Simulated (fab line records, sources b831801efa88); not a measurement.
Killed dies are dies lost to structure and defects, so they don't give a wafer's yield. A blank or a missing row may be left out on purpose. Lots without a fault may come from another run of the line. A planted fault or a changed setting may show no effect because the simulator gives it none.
Which tool did it? | flow sky130 | 13 lots with 38 wafers sampled at 3 steps, on a route of 708 steps

## WHAT EACH GAUGE READ, for each wafer
SKY_FIELD_ISO_THK_MEAS_25.
lot  | measured    | on            | FIELD_ISO_CVD_24_THK (nm)
L911 | day 2 11:52 | film metro-01 | 589 592 589
L912 | day 2 15:09 | film metro-01 | 591 596 594
L913 | day 2 23:02 | film metro-02 | 595 594 597
L914 | day 3 04:11 | film metro-01 | 592 592 597
L915 | day 3 10:13 | film metro-01 | 602 601 602
L917 | day 3 19:40 | film metro-03 | 604 594 597
L919 | day 4 06:01 | film metro-01 | 581 597 589
L923 | day 5 01:58 | film metro-02 | 602 605
L925 | day 5 13:19 | film metro-03 | 596 595 587
L926 | day 5 18:40 | film metro-02 | 604 591 598
L927 | day 5 22:03 | film metro-01 | 591 592 583
L930 | day 6 16:16 | film metro-03 | 592 596 587
L933 | day 7 05:28 | film metro-03 | 610 598 610

SKY_VT_ADJUST_LVTN_TW_MEAS_10.
lot  | measured     | on            | VT_ADJUST_LVTN_TW
L911 | day 7 01:22  | film metro-03 | 243.3 243.2 244.6
L912 | day 7 05:43  | film metro-04 | 246.3 246.3 244.4
L913 | day 7 14:50  | film metro-01 | 244.3 242.8 243.2
L914 | day 7 20:38  | film metro-04 | 244.8 244.8 245.6
L915 | day 8 04:13  | film metro-04 | 245.6 245.8 245.3
L917 | day 8 14:17  | film metro-03 | 239.6 240.2 240.4
L919 | day 9 07:48  | film metro-03 | 242.7 242.7 243.0
L923 | day 10 01:38 | film metro-04 | 246.5 246.9
L925 | day 10 16:25 | film metro-04 | 245.3 247.2 246.3
L926 | day 10 23:46 | film metro-01 | 243.1 242.5 242.6
L927 | day 11 04:47 | film metro-04 | 245.0 245.8 245.3
L930 | day 12 02:26 | film metro-01 | 242.8 243.6 244.0
L933 | day 12 17:11 | film metro-01 | 244.0 242.9 244.0

## WHAT TOOL EACH LOT RAN ON (gives the tool, then ch and the chambers of the sampled wafers, and finally the start)
lot  | SKY_NWELL_RTA_28
L911 | rtp anneal-01 ch 0, day 5 11:52
L912 | rtp anneal-02 ch 0, day 5 15:22
L913 | rtp anneal-01 ch 0, day 5 23:58
L914 | rtp anneal-02 ch 0, day 6 07:08
L915 | rtp anneal-01 ch 0, day 6 13:10
L917 | rtp anneal-01 ch 0, day 6 22:56
L919 | rtp anneal-01 ch 0, day 7 15:09
L923 | rtp anneal-01 ch 0, day 8 09:24
L925 | rtp anneal-01 ch 0, day 8 23:19
L926 | rtp anneal-01 ch 0, day 9 04:43
L927 | rtp anneal-02 ch 0, day 9 09:28
L930 | rtp anneal-01 ch 0, day 10 05:47
L933 | rtp anneal-01 ch 0, day 10 19:08
- SKY_NWELL_RTA_28: time 30 s.

## AS READ BY THE TOOLS THEMSELVES (means over the sampled wafers that have a number; for cases with no such wafer, the mark the record gives instead)
SKY_NWELL_RTA_28.
lot  | tool          | anneal temp c max | lamp power pct (%) | ramp up c per s | wafer_temp_C_max
L911 | rtp anneal-01 | 1057.1            | 25.31              | 149.98          | 1054.8
L912 | rtp anneal-02 | 1057.6            | 25.30              | 150.01          | 1053.9
L913 | rtp anneal-01 | 1056.9            | 25.35              | 150.00          | 1055.0
L914 | rtp anneal-02 | 1055.9            | 25.32              | 150.01          | 1055.1
L915 | rtp anneal-01 | 1057.4            | 25.28              | 150.01          | 1055.9
L917 | rtp anneal-01 | 1057.3            | 25.26              | 150.01          | 1054.6
L919 | rtp anneal-01 | 1058.2            | 25.32              | 149.99          | 1055.5
L923 | rtp anneal-01 | 1058.8            | 25.26              | 149.99          | 1054.7
L925 | rtp anneal-01 | 1056.4            | 25.27              | 150.03          | 1054.7
L926 | rtp anneal-01 | 1056.3            | 25.26              | 150.00          | 1056.0
L927 | rtp anneal-02 | 1056.1            | 25.32              | 150.01          | 1054.0
L930 | rtp anneal-01 | 1056.8            | 25.29              | 150.02          | 1054.5
L933 | rtp anneal-01 | 1056.2            | 25.32              | 150.01          | 1054.4

## THE ANSWER, worked out from the rows above alone
Rule: usual is defined by the lots themselves. Put in order of their means at a reading, lots are off if they are a third of the lots or fewer, leave a main group of 4 or more, and stand apart from it by a gap of 3 or more times the standard deviation of the main group's means; of several such gaps the widest counts. A main group is skipped when, at the precision printed for the reading in the tables above, its means are all equal. Also off: a lot with no number at a reading for which 4 or more lots have one. Any other lot the step has rows for is counted as sound. After the gauges, taken in route order, come the tools' own readings; for these a lot's mean is taken, as printed above. At the first step where some lot is off, the reading lying furthest off is the one used; lots without a number count as furthest.
No lot is off at any reading shown: from this, nothing can be told.

## WHAT THE SIMULATOR PUT IN
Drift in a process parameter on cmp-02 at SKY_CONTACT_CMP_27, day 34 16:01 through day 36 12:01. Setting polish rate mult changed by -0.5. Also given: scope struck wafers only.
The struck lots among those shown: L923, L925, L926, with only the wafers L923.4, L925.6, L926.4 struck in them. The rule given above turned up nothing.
